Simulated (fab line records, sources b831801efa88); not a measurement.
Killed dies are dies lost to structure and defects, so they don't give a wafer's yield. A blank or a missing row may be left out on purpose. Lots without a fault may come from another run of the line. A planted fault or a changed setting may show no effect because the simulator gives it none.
Which tool did it? | flow gf180mcu | 12 lots, 36 wafers sampled, at 5 steps of a route of 602

WHAT THE GAUGES READ, wafer by wafer
GF_M2_CD_MEAS_14: target cd 280 nm. Usual: cd_nm 279.9 nm, standard deviation 1.3.
lot  | measured     | on        | cd_nm (nm)                          | flag
L832 | day 20 16:45 | cd_sem-01 | 280.6 280.5 280.4                   |
L833 | day 21 01:43 | cd_sem-02 | 281.9 280.7 280.8                   |
L835 | day 21 06:49 | cd_sem-01 | 279.4 279.0 279.6                   |
L837 | day 21 23:59 | cd_sem-02 | 277.8 278.4 277.3                   |
L836 | day 22 04:11 | cd_sem-02 | 281.1 280.7 279.4                   |
L839 | day 22 14:13 | cd_sem-01 | 283.0 283.0 283.0                   |
L842 | day 23 18:00 | cd_sem-02 | 281.1 281.6 282.2                   |
L844 | day 24 10:34 | cd_sem-02 | 287.4 288.6 286.9 287.4 288.6 287.0 | OFF
L845 | day 24 18:59 | cd_sem-02 | 288.9 287.5 288.4 288.9 287.6 288.0 | OFF
L850 | day 26 16:08 | cd_sem-02 | 279.8 279.3 279.5                   |
L851 | day 26 16:28 | cd_sem-02 | 280.6 280.8 280.9                   |
L852 | day 26 23:22 | cd_sem-01 | 281.0 280.1 280.7                   |

GF_M3_OVL_MEAS_15. Usual: M3_OVL -4 nm, standard deviation 4.6.
lot  | measured     | on         | M3_OVL (nm) | flag
L832 | day 22 18:16 | overlay-02 | -3 4 -2     |
L833 | day 23 03:45 | overlay-02 | -4 -2 -9    |
L835 | day 23 08:06 | overlay-01 | -3 -2 -3    |
L837 | day 24 01:08 | overlay-02 | -7 -10 -10  |
L836 | day 24 04:38 | overlay-02 | -8 -7 -10   |
L839 | day 24 14:52 | overlay-02 | -2 -1 -8    |
L842 | day 25 16:46 | overlay-02 | -5 -2 -3    |
L844 | day 26 09:42 | overlay-01 | -5 -9 -10   |
L845 | day 26 17:33 | overlay-02 | -2 -3 -6    |
L850 | day 28 11:48 | overlay-01 | -5 -2 -3    |
L851 | day 28 12:42 | overlay-01 | -4 -6 -5    |
L852 | day 28 19:11 | overlay-01 | -8 -9 -9    |

GF_V4_OVL_MEAS_15. Usual: V4_OVL 3 nm, standard deviation 4.9.
lot  | measured     | on         | V4_OVL (nm) | flag
L832 | day 25 17:43 | overlay-02 | 9 2 7       |
L833 | day 26 02:06 | overlay-01 | 7 9 4       |
L835 | day 26 06:59 | overlay-02 | 7 11 14     |
L837 | day 26 23:01 | overlay-01 | -3 4 -3     |
L836 | day 27 02:11 | overlay-01 | -5 -8 -5    |
L839 | day 27 10:31 | overlay-01 | 4 4 2       |
L842 | day 28 10:33 | overlay-02 | 9 4 9       |
L844 | day 29 03:10 | overlay-02 | 4 4 4       |
L845 | day 29 09:56 | overlay-01 | -2 -1 -2    |
L850 | day 31 01:05 | overlay-01 | 4 12 5      |
L851 | day 31 01:18 | overlay-02 | 2 10 6      |
L852 | day 31 07:16 | overlay-02 | 4 9 13      |

WHICH TOOL RAN EACH LOT (tool, then ch and the chambers of the sampled wafers, then the start)
lot  | GF_STI_STRIP_15                     | GF_M2_PEB_12
L832 | plasma_asher-01 ch 0,1, day 2 20:02 | litho_track-03 ch 0, day 20 16:24
L833 | plasma_asher-01 ch 0, day 3 02:33   | litho_track-04 ch 0, day 21 01:22
L835 | plasma_asher-03 ch 0,1, day 3 09:44 | litho_track-02 ch 0, day 21 06:29
L837 | plasma_asher-03 ch 0,1, day 3 18:22 | litho_track-02 ch 0, day 21 23:40
L836 | plasma_asher-01 ch 0,1, day 3 18:59 | litho_track-02 ch 0, day 22 03:52
L839 | plasma_asher-01 ch 0,1, day 4 04:30 | litho_track-02 ch 0, day 22 13:53
L842 | plasma_asher-01 ch 1, day 4 19:30   | litho_track-03 ch 0, day 23 17:39
L844 | plasma_asher-01 ch 0,1, day 5 06:38 | litho_track-02 ch 0, day 24 10:14
L845 | plasma_asher-01 ch 0,1, day 5 13:03 | litho_track-02 ch 0, day 24 18:38
L850 | plasma_asher-04 ch 0,1, day 6 13:41 | litho_track-04 ch 0, day 26 15:48
L851 | plasma_asher-03 ch 0,1, day 6 18:53 | litho_track-04 ch 0, day 26 16:07
L852 | plasma_asher-01 ch 0, day 7 00:20   | litho_track-04 ch 0, day 26 23:01
- GF_STI_STRIP_15: strips in O2/N2.
- GF_M2_PEB_12: peb time 90 s.

WHAT THE TOOLS THEMSELVES READ (means of the sampled wafers that have a number; where no wafer has one, the mark that the record gives instead)
GF_STI_STRIP_15. Usual: chamber_pressure_mTorr 1500.0 mTorr, standard deviation 1.3; drypump_motor_current_A 5.6 A, standard deviation 0.4; heater_power_w 349 W, standard deviation 21; oes_product_au 0.384 a.u., standard deviation 0.0051; strip_time_to_endpoint_s 3.72 s, standard deviation 0.058.
lot  | tool            | chamber_pressure_mTorr (mTorr) | drypump_motor_current_A (A) | heater_power_w (W) | oes_product_au (a.u.) | strip_time_to_endpoint_s (s) | flag
L832 | plasma_asher-01 | 1501.2                         | 5.5                         | 346                | 0.387                 | 3.72                         |
L833 | plasma_asher-01 | 1499.1                         | 5.7                         | 371                | 0.377                 | 3.69                         |
L835 | plasma_asher-03 | 1501.1                         | 5.6                         | 354                | 0.380                 | 3.69                         |
L837 | plasma_asher-03 | 1500.1                         | 6.1                         | 343                | 0.378                 | 3.73                         |
L836 | plasma_asher-01 | 1500.6                         | 5.5                         | 354                | 0.378                 | 3.71                         |
L839 | plasma_asher-01 | 1498.5                         | 5.3                         | 337                | 0.385                 | 3.71                         |
L842 | plasma_asher-01 | 1500.5                         | 5.1                         | 323                | 0.386                 | 3.77                         |
L844 | plasma_asher-01 | 1498.8                         | 5.3                         | 339                | 0.380                 | 3.73                         |
L845 | plasma_asher-01 | 1500.6                         | 5.3                         | 341                | 0.388                 | 3.75                         |
L850 | plasma_asher-04 | 1500.6                         | 5.6                         | 347                | 0.385                 | 3.72                         |
L851 | plasma_asher-03 | 1499.0                         | 5.6                         | 353                | 0.381                 | 3.69                         |
L852 | plasma_asher-01 | 1499.9                         | 5.7                         | 368                | 0.383                 | 3.76                         |

GF_M2_PEB_12. Usual: heater_power_total_W 85.70 W, standard deviation 0.087.
lot  | tool           | heater_power_total_W (W) | flag
L832 | litho_track-03 | 85.65                    |
L833 | litho_track-04 | 85.71                    |
L835 | litho_track-02 | 85.66                    |
L837 | litho_track-02 | 85.78                    |
L836 | litho_track-02 | 85.74                    |
L839 | litho_track-02 | 85.64                    |
L842 | litho_track-03 | 85.74                    |
L844 | litho_track-02 | 94.78                    | OFF
L845 | litho_track-02 | 94.65                    | OFF
L850 | litho_track-04 | 85.71                    |
L851 | litho_track-04 | 85.69                    |
L852 | litho_track-04 | 85.65                    |

THE ANSWER, worked out from the rows above alone
Rule: a lot is off if the mean of its wafers that have a number lies more than 3 standard deviations from the usual mean. A lot without any number at a reading at which 4 lots or more have one is off too. The other lots that the step has rows for count as sound. The gauges are gone through in route order, then the tools' own readings, and for those a lot's mean is taken as printed above. The first step at which some lot is off is used, and at that step the reading that is off furthest; a lot without a number counts as furthest.
Off: L844, L845, at GF_M2_CD_MEAS_14 (cd_nm).
A tool fits if, at a process step before that reading, it ran every lot that is off, and no sound lot after the first of them. The gauges at GF_M2_CD_MEAS_14 aren't tried: what is off there is off at GF_M2_PEB_12 too, on other tools, and a gauge's error can't cause that. One fits: litho_track-02 at GF_M2_PEB_12. Its last sound lot is L839 (day 22 13:53), its first lot that is off L844 (day 24 10:14): a fault that began between those two fits.
The tool's own readings at GF_M2_PEB_12 bear it out: on the lots that are off they differ by more than 5 times the standard deviation of the sound lots' means. heater_power_total_W reads 94.72 W there against 85.70 W on the sound lots.

WHAT THE SIMULATOR HAD PUT IN
Process parameter drift: litho_track-02, from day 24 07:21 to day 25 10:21, at GF_M2_PEB_12. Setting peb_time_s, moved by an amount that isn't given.
Lots struck among those shown: L844, L845. The rule above found the same.
